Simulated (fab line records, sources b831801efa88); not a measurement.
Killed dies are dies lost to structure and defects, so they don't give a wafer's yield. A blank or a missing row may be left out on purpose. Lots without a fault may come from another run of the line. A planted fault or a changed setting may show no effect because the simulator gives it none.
A struck lot beside a sound one | flow sky130 | 22 steps out of a route of 708
Sound: wafers L993.1, L993.5, L993.6. Struck: wafer L100.6. (L100.3, L100.5 of the same lot were not struck and are left out.) The cause comes at the end.
At each step with rows: each side's tool, then ch and its chambers, then its first start. Under that, the readings that differ: sound wafers | struck wafers | difference of the means | sigmas: that difference in standard deviations of wafers without a fault.
alike: readings whose means differ by less than 2 such deviations, and words and numbers that are the same on both sides. not compared: withheld readings, readings that some wafer has no value for, bounds like >300 that may hide the same value, and numbers for which the record gives no deviation and whose values overlap.
The two part at a step that has a row with sigmas, a row that says differs or no value, or rows on one side only. Numbers that don't overlap but have no deviation are shown without sigmas and don't part them. A reading that every wafer of one side lacks parts them only if that side has two wafers or more.

SKY_VIA4_RS_MEAS_19: measures by four-point-probe.
  sound on film_metro-01, day 43 04:23; struck on film_metro-03, day 45 16:23
  alike: VIA4_W_RS
SKY_VIA4_THK_MEAS_20: measures by xrf.
  sound on film_metro-01, day 43 04:30; struck on film_metro-03, day 45 16:29
  alike: VIA4_W_THK
SKY_VIA4_CMP_21: polishes, stops on SiO2, t overpolish 25 s, target thk 0 nm.
  sound on cmp-02 ch 0,2,3, day 43 04:40; struck on cmp-02 ch 2, day 45 16:31
  alike: motor_current_A, overpolish_run_s, time_to_endpoint_s
SKY_METAL5_SPUTTER_00: material Ti, target thk 15 nm, time 10 s.
  sound on pvd_sputter-03, day 43 04:52; struck on pvd_sputter-02, day 45 16:49
  reading                | sound          | struck | difference | sigmas
  throttle_valve_pct (%) | 31.3 30.6 28.7 | 33.6   | +3.4       | +2
SKY_METAL5_SPUTTER_01: material TiN, target thk 20 nm, time 16.7 s.
  sound on pvd_sputter-03, day 43 04:53; struck on pvd_sputter-02, day 45 16:50
  reading                | sound          | struck | difference | sigmas
  throttle_valve_pct (%) | 31.1 30.6 28.9 | 33.5   | +3.3       | +3
then, 1 step without rows for these wafers: SKY_METAL5_SPUTTER_02 (material AlCu, target thk 1150 nm, time 61.2 s).
SKY_METAL5_SPUTTER_03: material Ti, target thk 5 nm, time 3.3 s.
  sound on pvd_sputter-03, day 43 04:58; struck on pvd_sputter-02, day 45 16:55
  reading                | sound          | struck | difference | sigmas
  throttle_valve_pct (%) | 31.1 30.4 28.8 | 33.2   | +3.1       | +2
SKY_METAL5_SPUTTER_04: material TiN, target thk 70 nm, time 58.3 s.
  sound on pvd_sputter-03, day 43 04:59; struck on pvd_sputter-02, day 45 16:56
  reading                | sound          | struck | difference | sigmas
  throttle_valve_pct (%) | 30.9 30.6 28.7 | 33.5   | +3.4       | +3
SKY_METAL5_RS_MEAS_05: measures by four-point-probe.
  sound on film_metro-01, day 43 05:02; struck on film_metro-01, day 45 17:02
  alike: METAL5_ALCU_RS
SKY_METAL5_THK_MEAS_06: measures by xrf.
  sound on film_metro-01, day 43 05:09; struck on film_metro-01, day 45 17:08
  alike: METAL5_ALCU_THK
then, 2 steps without rows for these wafers: SKY_METAL5_DEHYDRATE_07 (time 60 s); SKY_METAL5_HMDS_08 (prime time 60 s).
SKY_METAL5_COAT_09: resist thk 1800 nm.
  sound on litho_track-01 ch 0, day 43 15:27; struck on litho_track-01 ch 0, day 46 04:09
  reading                                     | sound          | struck | difference | sigmas
  model.NOVOLAK_of_METAL5_COAT_09.thk_nm (nm) | 1802 1810 1811 | 1909   | +101       |
then, 4 steps without rows for these wafers: SKY_METAL5_SOFTBAKE_10 (time 60 s); SKY_METAL5_EXPOSE_11 (exposes mask MM5, target cd 1600 nm); SKY_METAL5_PEB_12; SKY_METAL5_DEVELOP_13 (develop time 60 s).
SKY_METAL5_DESCUM_14: chemistry O2, time 11 s.
  sound on rie_metal-02 ch 0,1, day 44 03:18; struck on rie_metal-02 ch 0, day 46 14:21
  reading                 | sound          | struck | difference | sigmas
  model.METAL5.cd_nm (nm) | 1602 1602 1603 | 1612   | +10        |
  alike: drypump_motor_current_A, oes_product_au
  not compared: rf_hours_counter_h
SKY_METAL5_METAL_ETCH_15: etches the open film in Cl2/BCl3, stops on SiO2, target depth 1260 nm, time 252 s.
  sound on rie_metal-02 ch 0,1, day 44 03:20; struck on rie_metal-02 ch 0, day 46 14:27
  reading                                     | sound          | struck | difference | sigmas
  model.NOVOLAK_of_METAL5_COAT_09.thk_nm (nm) | 1038 1062 1053 | 1141   | +90        |
  model.METAL5.cd_nm (nm)                     | 1602 1600 1607 | 1610   | +7         |
  alike: bcl3_flow_sccm, drypump_motor_current_A, oes_product_au, throttle_valve_pct
  not compared: rf_hours_counter_h
SKY_METAL5_STRIP_16: strips in O2/N2.
  sound on plasma_asher-04 ch 0,1, day 44 03:34; struck on plasma_asher-02 ch 0, day 46 14:38
  reading                      | sound             | struck | difference | sigmas
  strip_time_to_endpoint_s (s) | 13.10 13.37 13.25 | 14.28  | +1.04      | +8
  alike: drypump_motor_current_A, oes_product_au
  not compared: rf_hours_counter_h
then, 1 step without rows for these wafers: SKY_METAL5_STRIP_17 (strips in post etch residue remover, time 1200 s).
SKY_PAD_OPEN_PROBE_99:
  sound on prober-02, day 46 02:37; struck on prober-01, day 48 10:14
  alike: defect_limited_yield, killed_at_M0_to_M3, killed_at_M4_up, killed_at_contacts, killed_at_front_end, killed_at_other, killed_dies, killed_on_rim, killed_open, killed_short, sort_bin_3_pad_short, sort_bin_5_function, sort_bin_6_memory, sort_n_pass, sort_yield_pct

WHERE THEY PART
First at SKY_METAL5_SPUTTER_00; last, within this record, at SKY_METAL5_STRIP_16. Later steps at which nothing parts them and some readings are alike: SKY_PAD_OPEN_PROBE_99.

WHY: what the simulator had put in
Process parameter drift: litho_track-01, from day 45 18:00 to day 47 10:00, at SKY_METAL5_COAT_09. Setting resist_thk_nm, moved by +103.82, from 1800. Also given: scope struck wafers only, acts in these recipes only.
